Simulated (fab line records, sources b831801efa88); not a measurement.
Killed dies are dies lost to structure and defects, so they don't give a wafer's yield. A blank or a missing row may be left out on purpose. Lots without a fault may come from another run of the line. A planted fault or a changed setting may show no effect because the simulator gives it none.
Which tool did it? | flow sky130 | 7 lots, 21 wafers sampled, at 1 step of a route of 708

WHAT THE GAUGES READ, wafer by wafer
SKY_VT_ADJUST_PCH_OVL_MEAS_07.
lot  | measured     | on         | VT_ADJUST_PCH_OVL (nm)
L390 | day 11 11:01 | overlay-01 | -1.9 -1.0 0.0
L395 | day 13 01:55 | overlay-01 | 2.7 0.1 -1.3
L397 | day 13 15:57 | overlay-02 | -1.3 -1.4 -0.7
L401 | day 14 21:07 | overlay-01 | -2.1 -2.2 -3.3
L405 | day 16 03:22 | overlay-01 | -1.1 0.0 0.3
L407 | day 16 13:32 | overlay-02 | -0.1 0.4 0.7
L410 | day 17 16:22 | overlay-01 | 1.5 1.2 1.9

WHICH TOOL RAN EACH LOT (tool, then ch and the chambers of the sampled wafers, then the start)
The record holds no process step before these readings.

THE ANSWER, worked out from the rows above alone
Rule: what is usual is taken from the lots themselves. Put in order of their means at a reading, lots are off if they are a third of the lots or fewer, leave a main group of 4 or more, and stand apart from it by a gap of 3 or more times the standard deviation of the main group's means; of several such gaps the widest counts. A main group whose means are all the same, to the digits that the tables above print for the reading, isn't used. A lot without any number at a reading at which 4 lots or more have one is off too. The other lots that the step has rows for count as sound.
No lot is off at any reading shown: from this, nothing can be told.

WHAT THE SIMULATOR HAD PUT IN
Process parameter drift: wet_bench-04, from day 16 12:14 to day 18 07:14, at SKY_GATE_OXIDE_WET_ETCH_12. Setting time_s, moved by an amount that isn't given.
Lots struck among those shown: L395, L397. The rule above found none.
